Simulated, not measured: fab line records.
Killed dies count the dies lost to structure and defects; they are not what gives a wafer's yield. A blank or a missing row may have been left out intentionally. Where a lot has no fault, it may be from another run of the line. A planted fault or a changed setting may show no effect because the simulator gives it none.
Which tool did it? | flow sky130 | Sampling: 12 lots, 36 wafers, 5 of 708 route steps

WHAT EACH GAUGE READ, for each wafer
SKY_FIELD_ISO_THK_MEAS_04. Usual: FIELD_ISO_CVD_03_THK 165.4 nm, standard deviation 1.5.
lot  | measured    | on           | FIELD_ISO_CVD_03_THK (nm) | flag
L690 | day 1 16:05 | filmMetro-03 | 165.0 166.0 165.0         | 
L691 | day 1 23:46 | filmMetro-03 | 167.8 168.3 168.5         | 
L692 | day 2 02:27 | filmMetro-04 | 164.8 164.5 164.9         | 
L693 | day 2 06:43 | filmMetro-03 | 163.9 163.7 163.8         | 
L699 | day 3 14:30 | filmMetro-02 | 165.4 164.6 163.2         | 
L700 | day 3 17:19 | filmMetro-03 | 166.1 167.9 167.4         | 
L701 | day 4 01:41 | filmMetro-02 | 165.6 165.2 163.9         | 
L702 | day 4 03:28 | filmMetro-03 | 166.3 167.0 167.7         | 
L710 | day 5 18:13 | filmMetro-03 | 165.5 166.1 166.2         | 
L711 | day 6 01:52 | filmMetro-04 | 164.4 164.8 166.4         | 
L712 | day 6 07:59 | filmMetro-04 | 168.6 168.1 167.7         | 
L713 | day 6 16:18 | filmMetro-04 | 166.0 166.5 164.5         | 

SKY_NWELL_RS_MEAS_29: uses a four-point probe to measure. Usual: NWELL_RS 624.8 ohm/sq, standard deviation 1.8.
lot  | measured     | on           | NWELL_RS (ohm/sq) | flag
L690 | day 5 08:40  | filmMetro-01 | 626.3 622.8 625.9 | 
L691 | day 5 16:13  | filmMetro-01 | 624.2 625.0 625.2 | 
L692 | day 5 21:06  | filmMetro-04 | 622.1 624.2 623.3 | 
L693 | day 6 02:32  | filmMetro-03 | 622.5 622.6 624.2 | 
L699 | day 7 19:40  | filmMetro-03 | 624.2 622.2 621.9 | 
L700 | day 7 20:52  | filmMetro-03 | 628.3 629.0 626.0 | 
L701 | day 8 04:43  | filmMetro-04 | 633.8 632.6 633.7 | OFF
L702 | day 8 07:31  | filmMetro-01 | 633.3 632.2 632.7 | OFF
L710 | day 11 05:36 | filmMetro-03 | 628.3 628.1 626.4 | 
L711 | day 11 16:22 | filmMetro-01 | 625.3 624.5 624.7 | 
L712 | day 11 17:13 | filmMetro-01 | 622.8 624.9 623.5 | 
L713 | day 11 16:43 | filmMetro-03 | 624.9 626.6 625.9 | 

EACH LOT AND THE TOOL THAT RAN IT (in order: tool; ch and the chambers of the sampled wafers; start)
lot  | SKY_FIELD_ISO_STRIP_16             | SKY_NWELL_IMPLANT_13            | SKY_NWELL_STRIP_14
L690 | plasmaAsher-02 ch 0,1, day 2 06:22 | implanter-02 ch 0, day 4 15:08  | plasmaAsher-01 ch 0,1, day 4 15:17
L691 | plasmaAsher-01 ch 0, day 2 15:02   | implanter-02 ch 0, day 4 22:03  | plasmaAsher-03 ch 0,1, day 4 22:12
L692 | plasmaAsher-02 ch 0,1, day 2 17:29 | implanter-02 ch 0, day 5 01:38  | plasmaAsher-01 ch 0,1, day 5 01:47
L693 | plasmaAsher-04 ch 0,1, day 2 22:05 | implanter-03 ch 0, day 5 07:35  | plasmaAsher-02 ch 0,1, day 5 07:42
L699 | plasmaAsher-04 ch 0,1, day 4 07:34 | implanter-02 ch 0, day 6 23:37  | plasmaAsher-02 ch 0,1, day 6 23:45
L700 | plasmaAsher-02 ch 0,1, day 4 10:18 | implanter-03 ch 0, day 7 01:15  | plasmaAsher-02 ch 0,1, day 7 01:24
L701 | plasmaAsher-01 ch 0,1, day 4 18:17 | implanter-02 ch 0, day 7 09:05  | plasmaAsher-01 ch 0,1, day 7 09:14
L702 | plasmaAsher-01 ch 0,1, day 4 20:37 | implanter-02 ch 0, day 7 12:12  | plasmaAsher-01 ch 0,1, day 7 12:21
L710 | plasmaAsher-04 ch 0,1, day 6 13:16 | implanter-01 ch 0, day 10 06:43 | plasmaAsher-02 ch 0,1, day 10 06:50
L711 | plasmaAsher-04 ch 0,1, day 6 20:35 | implanter-02 ch 0, day 10 16:22 | plasmaAsher-03 ch 1, day 10 16:29
L712 | plasmaAsher-01 ch 0,1, day 7 03:21 | implanter-02 ch 0, day 10 17:14 | plasmaAsher-03 ch 0,1, day 10 17:23
L713 | plasmaAsher-01 ch 0,1, day 7 10:43 | implanter-02 ch 0, day 10 16:49 | plasmaAsher-01 ch 0,1, day 10 16:56
- SKY_FIELD_ISO_STRIP_16: strips in O2/N2.
- SKY_NWELL_IMPLANT_13
- SKY_NWELL_STRIP_14: strips in O2/N2.

WHAT THE TOOLS THEMSELVES READ (means of the sampled wafers that have a number; where no wafer has one, the mark that the record gives instead)
SKY_FIELD_ISO_STRIP_16. Usual: drypumpMotorCurrentA 5.68 A, standard deviation 0.3; oesProductAu 0.378 a.u., standard deviation 0.0046; stripTimeToEndpointS 3.54 s, standard deviation 0.048.
lot  | tool           | drypumpMotorCurrentA (A) | oesProductAu (a.u.) | stripTimeToEndpointS (s) | flag
L690 | plasmaAsher-02 | 5.91                     | 0.377               | 3.50                     | 
L691 | plasmaAsher-01 | 5.78                     | 0.375               | 3.51                     | 
L692 | plasmaAsher-02 | 5.70                     | 0.376               | 3.59                     | 
L693 | plasmaAsher-04 | 5.81                     | 0.376               | 3.51                     | 
L699 | plasmaAsher-04 | 5.81                     | 0.377               | 3.51                     | 
L700 | plasmaAsher-02 | 5.68                     | 0.384               | 3.57                     | 
L701 | plasmaAsher-01 | 5.46                     | 0.376               | 3.61                     | 
L702 | plasmaAsher-01 | 5.59                     | 0.378               | 3.54                     | 
L710 | plasmaAsher-04 | 5.69                     | 0.380               | 3.56                     | 
L711 | plasmaAsher-04 | 5.66                     | 0.381               | 3.62                     | 
L712 | plasmaAsher-01 | 5.60                     | 0.377               | 3.55                     | 
L713 | plasmaAsher-01 | 5.44                     | 0.372               | 3.57                     | 

SKY_NWELL_IMPLANT_13. Usual: doseIonsCm2 7.001e+11, standard deviation 7.3e+08; faradayCurrentUA 3.95, standard deviation 0.085.
lot  | tool         | doseIonsCm2 | faradayCurrentUA | flag
L690 | implanter-02 | 7.005e+11   | 3.98             | 
L691 | implanter-02 | 7.001e+11   | 3.96             | 
L692 | implanter-02 | 6.993e+11   | 4.05             | 
L693 | implanter-03 | 6.990e+11   | 3.94             | 
L699 | implanter-02 | 7.002e+11   | 3.95             | 
L700 | implanter-03 | 6.995e+11   | 3.95             | 
L701 | implanter-02 | 4.173e+11   | 2.36             | OFF
L702 | implanter-02 | 4.178e+11   | 2.34             | OFF
L710 | implanter-01 | 7.000e+11   | 3.93             | 
L711 | implanter-02 | 6.999e+11   | 3.94             | 
L712 | implanter-02 | 6.997e+11   | 3.94             | 
L713 | implanter-02 | 7.003e+11   | 3.92             | 

SKY_NWELL_STRIP_14. Usual: drypumpMotorCurrentA 5.74 A, standard deviation 0.3; oesProductAu 0.722 a.u., standard deviation 0.0044; stripTimeToEndpointS 36.89 s, standard deviation 0.11.
lot  | tool           | drypumpMotorCurrentA (A) | oesProductAu (a.u.) | stripTimeToEndpointS (s) | flag
L690 | plasmaAsher-01 | 5.60                     | 0.718               | 36.91                    | 
L691 | plasmaAsher-03 | 5.84                     | 0.722               | 36.79                    | 
L692 | plasmaAsher-01 | 5.44                     | 0.723               | 36.92                    | 
L693 | plasmaAsher-02 | 5.69                     | 0.730               | 36.92                    | 
L699 | plasmaAsher-02 | 5.70                     | 0.726               | 36.70                    | 
L700 | plasmaAsher-02 | 5.69                     | 0.723               | 36.89                    | 
L701 | plasmaAsher-01 | 5.45                     | 0.719               | 36.92                    | 
L702 | plasmaAsher-01 | 5.62                     | 0.719               | 36.92                    | 
L710 | plasmaAsher-02 | 5.91                     | 0.720               | 36.74                    | 
L711 | plasmaAsher-03 | 5.71                     | 0.721               | 36.82                    | 
L712 | plasmaAsher-03 | 5.84                     | 0.724               | 36.83                    | 
L713 | plasmaAsher-01 | 5.63                     | 0.718               | 36.87                    | 

THE ANSWER, worked out from the rows above alone
Rule: lot off if the mean of its wafers having a number is beyond 3 standard deviations from the usual mean. Also off: a lot with no number at a reading for which 4 or more lots have one. Any other lot the step has rows for is counted as sound. First the gauges in route order, then the tools' own readings, where a lot's mean is used as printed above. The first step at which some lot is off is used, and at that step the reading that is off furthest; a lot without a number counts as furthest.
Off: L701, L702, seen at SKY_NWELL_RS_MEAS_29 (NWELL_RS).
A tool fits if, at a process step before that reading, it ran every lot that is off, and no sound lot after the first of them. The gauges at SKY_NWELL_RS_MEAS_29 aren't tried: what is off there is off at SKY_NWELL_IMPLANT_13 too, on other tools, and a gauge's error can't cause that. Not one of the candidates tried fits.

WHAT THE SIMULATOR HAD INSERTED
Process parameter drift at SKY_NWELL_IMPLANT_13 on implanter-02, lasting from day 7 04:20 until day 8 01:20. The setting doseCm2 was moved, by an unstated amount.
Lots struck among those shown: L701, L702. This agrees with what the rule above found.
